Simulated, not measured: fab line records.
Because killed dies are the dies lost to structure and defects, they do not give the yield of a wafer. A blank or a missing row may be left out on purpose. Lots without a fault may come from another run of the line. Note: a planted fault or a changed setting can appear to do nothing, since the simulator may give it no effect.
Which tool was responsible?    flow sky130    Sampling: 12 lots, 36 wafers, 4 of 708 route steps

WHAT THE GAUGES READ, wafer by wafer
SKY_METAL2_OVL_MEAS_16.
lot   measured      on          METAL2_OVL (nm)
L395  day 36 07:02  overlay-01  -7 -2 -2
L397  day 36 07:45  overlay-02  3 5 4
L399  day 37 03:24  overlay-02  7 6 10
L400  day 37 16:27  overlay-02  -5 7 3
L402  day 38 05:40  overlay-02  -4 -1 -4
L403  day 38 15:54  overlay-01  3 9 3
L404  day 38 23:07  overlay-02  -5 -9 -10
L405  day 39 04:01  overlay-02  -4 -8 -10
L406  day 39 15:11  overlay-01  1 -4 -4
L407  day 39 19:34  overlay-01  -1 -7 -13
L413  day 41 15:37  overlay-01  -5 0 -5
L414  day 41 17:31  overlay-02  9 3 1

SKY_VIA2_BOW_MEAS_03.
lot   measured      on            VIA2_BOW (um)
L395  day 36 08:21  filmMetro-02  70 83 82
L397  day 36 09:07  filmMetro-04  81 98 81
L399  day 37 04:47  filmMetro-03  88 82 73
L400  day 37 17:46  filmMetro-02  89 84 87
L402  day 38 07:28  filmMetro-04  94 87 88
L403  day 38 17:13  filmMetro-02  93 85 92
L404  day 39 00:30  filmMetro-03  90 79 74
L405  day 39 05:20  filmMetro-04  88 85 89
L406  day 39 16:43  filmMetro-02  82 99 79
L407  day 39 20:53  filmMetro-02  82 76 84
L413  day 41 16:57  filmMetro-03  76 86 87
L414  day 41 18:52  filmMetro-02  74 75 86

SKY_VIA2_THK_MEAS_23: measures by xrf.
lot   measured      on            VIA2_W_THK (nm)
L395  day 37 11:36  filmMetro-04  417 416 423
L397  day 37 12:11  filmMetro-04  425 419 418
L399  day 38 07:09  filmMetro-02  426 425 421
L400  day 38 20:21  filmMetro-03  429 432 418
L402  day 39 10:09  filmMetro-02  428 435 433
L403  day 39 18:43  filmMetro-03  436 432 424
L404  day 40 02:46  filmMetro-02  435 428 436
L405  day 40 06:36  filmMetro-04  428 426 432
L406  day 40 18:42  filmMetro-03  430 426 425
L407  day 40 22:40  filmMetro-02  435 433 429
L413  day 42 17:40  filmMetro-02  436 431 427
L414  day 42 20:09  filmMetro-04  419 415 426

EACH LOT AND THE TOOL THAT RAN IT (in order: tool; ch and the chambers of the sampled wafers; start)
lot   SKY_VIA2_ETCH_14
L395  rieDiel-04 ch 0,1, day 37 10:32
L397  rieDiel-01 ch 1,2,3, day 37 11:08
L399  rieDiel-01 ch 0,3, day 38 06:08
L400  rieDiel-01 ch 0,1,2, day 38 19:20
L402  rieDiel-01 ch 1,2,3, day 39 09:08
L403  rieDiel-01 ch 1,2, day 39 17:41
L404  rieDiel-01 ch 0,1,3, day 40 01:44
L405  rieDiel-02 ch 0,2,3, day 40 05:35
L406  rieDiel-01 ch 0,1, day 40 17:41
L407  rieDiel-01 ch 1,3, day 40 21:35
L413  rieDiel-02 ch 1,3, day 42 16:38
L414  rieDiel-02 ch 0,2,3, day 42 19:08
- SKY_VIA2_ETCH_14: etches BARC in N2/H2, stops on SiO2, time 45.9 s, target depth 60 nm.

AS READ BY THE TOOLS THEMSELVES (means over the sampled wafers that have a number; for cases with no such wafer, the mark the record gives instead)
SKY_VIA2_ETCH_14.
lot   tool        biasW (W)  drypumpMotorCurrentA (A)  n2FlowSccm (sccm)  oesProductAu (a.u.)  rfFwdPowerW (W)  throttleValvePct (%)
L395  rieDiel-04  99.94      6.0                       100.25             0.852                492.8            13.220
L397  rieDiel-01  99.86      6.0                       100.22             0.853                494.3            13.225
L399  rieDiel-01  100.08     6.2                       99.60              0.851                494.1            13.221
L400  rieDiel-01  99.68      5.7                       99.88              0.852                494.9            13.221
L402  rieDiel-01  99.92      6.0                       99.88              0.853                493.9            13.230
L403  rieDiel-01  100.28     5.8                       99.96              0.859                494.1            13.224
L404  rieDiel-01  107.33     5.8                       100.00             0.852                494.3            13.227
L405  rieDiel-02  99.76      5.9                       100.18             0.853                492.1            13.229
L406  rieDiel-01  107.42     5.6                       99.79              0.858                492.8            13.233
L407  rieDiel-01  107.49     5.8                       99.81              0.854                496.2            13.219
L413  rieDiel-02  100.28     6.0                       100.13             0.855                494.5            13.223
L414  rieDiel-02  100.02     5.9                       100.19             0.851                495.2            13.224

THE ANSWER, worked out from the rows above alone
Rule: what is usual is taken from the lots themselves. The widest of any qualifying gaps counts: lots, ordered by their means at a reading, are off when they make up no more than a third of the lots, leave a main group of 4 or more, and stand apart from it by 3 or more times the standard deviation of that group's means. A main group is skipped when, at the precision printed for the reading in the tables above, its means are all equal. A lot without any number at a reading at which 4 lots or more have one is off too. Where the step has rows for the other lots, those lots are counted as sound. First the gauges in route order, then the tools' own readings, where a lot's mean is used as printed above. The first step at which some lot is off is used, and at that step the reading that is off furthest; a lot without a number counts as furthest.
Off, at SKY_VIA2_ETCH_14 on biasW: L404, L406, L407. The main group: mean 99.98 W, standard deviation 0.2.
A tool fits if, at that step or a process step before it, it ran every lot that is off, and no sound lot after the first of them. One fits: SKY_VIA2_ETCH_14 on rieDiel-01. Its last sound lot is L403 (day 39 17:41), its first lot that is off L404 (day 40 01:44): a fault that began between those two fits.
The tool's own readings at SKY_VIA2_ETCH_14 bear it out: on the lots that are off they differ by more than 5 times the standard deviation of the sound lots' means. biasW reads 107.41 W there against 99.98 W on the sound lots.

WHAT THE SIMULATOR PUT IN
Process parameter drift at SKY_VIA2_ETCH_14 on rieDiel-01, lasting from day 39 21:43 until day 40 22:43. From 100, the setting biasW moved by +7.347. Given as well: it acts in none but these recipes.
Shown lots that were struck: L404, L406, L407. The rule above found the same.
